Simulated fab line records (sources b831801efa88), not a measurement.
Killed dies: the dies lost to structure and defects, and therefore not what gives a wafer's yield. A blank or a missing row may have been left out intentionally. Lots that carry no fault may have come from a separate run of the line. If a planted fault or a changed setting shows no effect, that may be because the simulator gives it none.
The tool behind it: which one? / flow sky130 / 11 lots with 33 wafers sampled at 5 steps, on a route of 708 steps

== WHAT EACH GAUGE READ, for each wafer ==
SKY_VIA1_CD_MEAS_12: target cd 150 nm.
lot=L179; measured=day 34 12:32; on=cdSem-02; cdNm (nm)=150.7 150.7 151.1
lot=L182; measured=day 35 05:59; on=cdSem-01; cdNm (nm)=150.0 149.4 149.7
lot=L183; measured=day 35 11:14; on=cdSem-02; cdNm (nm)=151.6 152.5 152.3
lot=L184; measured=day 35 22:29; on=cdSem-01; cdNm (nm)=151.6 148.6 149.7
lot=L185; measured=day 36 04:22; on=cdSem-02; cdNm (nm)=148.1 148.4 148.2
lot=L186; measured=day 36 10:53; on=cdSem-02; cdNm (nm)=150.0 149.6 149.0
lot=L187; measured=day 36 18:10; on=cdSem-01; cdNm (nm)=151.3 149.8 151.5
lot=L190; measured=day 37 17:14; on=cdSem-02; cdNm (nm)=151.3 151.2 151.1
lot=L192; measured=day 38 00:56; on=cdSem-01; cdNm (nm)=149.1 148.6 149.7
lot=L194; measured=day 38 17:41; on=cdSem-02; cdNm (nm)=149.3 148.7 147.3
lot=L195; measured=day 39 00:10; on=cdSem-02; cdNm (nm)=150.3 153.7 151.3

SKY_VIA1_OVL_MEAS_13.
lot=L179; measured=day 34 12:40; on=overlay-01; VIA1_OVL (nm)=-5 -7 -3
lot=L182; measured=day 35 06:06; on=overlay-02; VIA1_OVL (nm)=-3 -7 -3
lot=L183; measured=day 35 11:22; on=overlay-01; VIA1_OVL (nm)=-4 1 -8
lot=L184; measured=day 35 22:36; on=overlay-02; VIA1_OVL (nm)=-5 -10 -3
lot=L185; measured=day 36 04:29; on=overlay-02; VIA1_OVL (nm)=3 -2 2
lot=L186; measured=day 36 11:00; on=overlay-02; VIA1_OVL (nm)=-7 -3 -4
lot=L187; measured=day 36 18:17; on=overlay-01; VIA1_OVL (nm)=4 7 6
lot=L190; measured=day 37 17:20; on=overlay-02; VIA1_OVL (nm)=-2 3 -3
lot=L192; measured=day 38 01:03; on=overlay-02; VIA1_OVL (nm)=-4 -12 -9
lot=L194; measured=day 38 17:47; on=overlay-02; VIA1_OVL (nm)=6 -2 -1
lot=L195; measured=day 39 00:17; on=overlay-01; VIA1_OVL (nm)=3 -4 -1

SKY_VIA2_RS_MEAS_22: measures by four-point-probe.
lot=L179; measured=day 36 21:19; on=filmMetro-03; VIA2_W_RS (ohm/sq)=0.275 0.273 0.273
lot=L182; measured=day 37 14:35; on=filmMetro-04; VIA2_W_RS (ohm/sq)=0.274 0.271 0.271
lot=L183; measured=day 37 20:26; on=filmMetro-03; VIA2_W_RS (ohm/sq)=0.270 0.270 0.271
lot=L184; measured=day 38 05:55; on=filmMetro-04; VIA2_W_RS (ohm/sq)=0.272 0.274 0.273
lot=L185; measured=day 38 13:05; on=filmMetro-03; VIA2_W_RS (ohm/sq)=0.266 0.270 0.269
lot=L186; measured=day 38 18:49; on=filmMetro-02; VIA2_W_RS (ohm/sq)=0.271 0.269 0.272
lot=L187; measured=day 39 01:09; on=filmMetro-03; VIA2_W_RS (ohm/sq)=0.272 0.275 0.273
lot=L190; measured=day 40 00:28; on=filmMetro-03; VIA2_W_RS (ohm/sq)=0.270 0.267 0.269
lot=L192; measured=day 40 07:37; on=filmMetro-04; VIA2_W_RS (ohm/sq)=0.267 0.270 0.268
lot=L194; measured=day 41 00:34; on=filmMetro-03; VIA2_W_RS (ohm/sq)=0.147 0.270 0.149 0.147 0.270 0.150
lot=L195; measured=day 41 06:47; on=filmMetro-03; VIA2_W_RS (ohm/sq)=0.265 0.149 0.148 0.264 0.149 0.148

== EACH LOT AND THE TOOL THAT RAN IT (in order: tool; ch and the chambers of the sampled wafers; start) ==
lot=L179; SKY_VIA1_SPUTTER_20=pvdSputter-04, day 34 13:23; SKY_VIA2_CVD_21=cvdW-01 ch 0,1, day 36 21:11
lot=L182; SKY_VIA1_SPUTTER_20=pvdSputter-03, day 35 06:49; SKY_VIA2_CVD_21=cvdW-02 ch 0,1, day 37 14:26
lot=L183; SKY_VIA1_SPUTTER_20=pvdSputter-04, day 35 12:29; SKY_VIA2_CVD_21=cvdW-02 ch 0,1, day 37 20:18
lot=L184; SKY_VIA1_SPUTTER_20=pvdSputter-03, day 35 23:19; SKY_VIA2_CVD_21=cvdW-01 ch 0,1, day 38 05:46
lot=L185; SKY_VIA1_SPUTTER_20=pvdSputter-04, day 36 05:13; SKY_VIA2_CVD_21=cvdW-02 ch 0,1, day 38 12:57
lot=L186; SKY_VIA1_SPUTTER_20=pvdSputter-04, day 36 11:43; SKY_VIA2_CVD_21=cvdW-02 ch 0, day 38 18:39
lot=L187; SKY_VIA1_SPUTTER_20=pvdSputter-03, day 36 19:00; SKY_VIA2_CVD_21=cvdW-02 ch 0,1, day 39 01:01
lot=L190; SKY_VIA1_SPUTTER_20=pvdSputter-03, day 37 18:03; SKY_VIA2_CVD_21=cvdW-02 ch 0,1, day 40 00:19
lot=L192; SKY_VIA1_SPUTTER_20=pvdSputter-02, day 38 01:50; SKY_VIA2_CVD_21=cvdW-02 ch 0, day 40 07:28
lot=L194; SKY_VIA1_SPUTTER_20=pvdSputter-04, day 38 18:30; SKY_VIA2_CVD_21=cvdW-01 ch 0,1, day 41 00:25
lot=L195; SKY_VIA1_SPUTTER_20=pvdSputter-02, day 39 01:02; SKY_VIA2_CVD_21=cvdW-01 ch 0,1, day 41 06:39
- SKY_VIA1_SPUTTER_20: material TiN, target thk 20 nm, time 80 s.
- SKY_VIA2_CVD_21: deposits W, target thk 420 nm, time 126.4 s.

== AS READ BY THE TOOLS THEMSELVES (means over the sampled wafers that have a number; for cases with no such wafer, the mark the record gives instead) ==
SKY_VIA1_SPUTTER_20.
lot=L179; tool=pvdSputter-04; cathodeDcPowerW (W)=3999.4; throttleValvePct (%)=30.4
lot=L182; tool=pvdSputter-03; cathodeDcPowerW (W)=4000.7; throttleValvePct (%)=29.9
lot=L183; tool=pvdSputter-04; cathodeDcPowerW (W)=4000.6; throttleValvePct (%)=28.9
lot=L184; tool=pvdSputter-03; cathodeDcPowerW (W)=4000.0; throttleValvePct (%)=30.3
lot=L185; tool=pvdSputter-04; cathodeDcPowerW (W)=3999.8; throttleValvePct (%)=30.5
lot=L186; tool=pvdSputter-04; cathodeDcPowerW (W)=4000.0; throttleValvePct (%)=30.3
lot=L187; tool=pvdSputter-03; cathodeDcPowerW (W)=4000.1; throttleValvePct (%)=30.3
lot=L190; tool=pvdSputter-03; cathodeDcPowerW (W)=3999.5; throttleValvePct (%)=30.2
lot=L192; tool=pvdSputter-02; cathodeDcPowerW (W)=3999.7; throttleValvePct (%)=30.0
lot=L194; tool=pvdSputter-04; cathodeDcPowerW (W)=3999.7; throttleValvePct (%)=29.8
lot=L195; tool=pvdSputter-02; cathodeDcPowerW (W)=4000.1; throttleValvePct (%)=30.3

SKY_VIA2_CVD_21.
lot=L179; tool=cvdW-01; heaterPowerOuterW (W)=571; heaterPowerW (W)=903
lot=L182; tool=cvdW-02; heaterPowerOuterW (W)=582; heaterPowerW (W)=930
lot=L183; tool=cvdW-02; heaterPowerOuterW (W)=569; heaterPowerW (W)=897
lot=L184; tool=cvdW-01; heaterPowerOuterW (W)=565; heaterPowerW (W)=921
lot=L185; tool=cvdW-02; heaterPowerOuterW (W)=580; heaterPowerW (W)=934
lot=L186; tool=cvdW-02; heaterPowerOuterW (W)=616; heaterPowerW (W)=965
lot=L187; tool=cvdW-02; heaterPowerOuterW (W)=562; heaterPowerW (W)=901
lot=L190; tool=cvdW-02; heaterPowerOuterW (W)=587; heaterPowerW (W)=929
lot=L192; tool=cvdW-02; heaterPowerOuterW (W)=607; heaterPowerW (W)=956
lot=L194; tool=cvdW-01; heaterPowerOuterW (W)=539; heaterPowerW (W)=877
lot=L195; tool=cvdW-01; heaterPowerOuterW (W)=536; heaterPowerW (W)=873

== THE ANSWER, worked out from the rows above alone ==
Rule: the lots themselves supply what counts as usual. The widest of any qualifying gaps counts: lots, ordered by their means at a reading, are off when they make up no more than a third of the lots, leave a main group of 4 or more, and stand apart from it by 3 or more times the standard deviation of that group's means. The tables above print the reading to a certain number of digits; a main group whose means all agree to those digits is not used. A lot without any number at a reading at which 4 lots or more have one is off too. Where the step has rows for the other lots, those lots are counted as sound. The gauges are gone through in route order, then the tools' own readings, and for those a lot's mean is taken as printed above. The first step at which some lot is off is used, and at that step the reading that is off furthest; a lot without a number counts as furthest.
Off: at SKY_VIA2_RS_MEAS_22 (VIA2_W_RS), L194, L195. Mean 0.271 ohm/sq and standard deviation 0.002 in the main group.
If a tool, at a process step before that reading, ran all the lots that are off and no sound lot after the first of them, it fits. Gauges at SKY_VIA2_RS_MEAS_22: tried the same way as those tools. Undecided on this evidence; 2 tools fit (cvdW-01 at SKY_VIA2_CVD_21, filmMetro-03 at SKY_VIA2_RS_MEAS_22).

== WHAT THE SIMULATOR HAD INSERTED ==
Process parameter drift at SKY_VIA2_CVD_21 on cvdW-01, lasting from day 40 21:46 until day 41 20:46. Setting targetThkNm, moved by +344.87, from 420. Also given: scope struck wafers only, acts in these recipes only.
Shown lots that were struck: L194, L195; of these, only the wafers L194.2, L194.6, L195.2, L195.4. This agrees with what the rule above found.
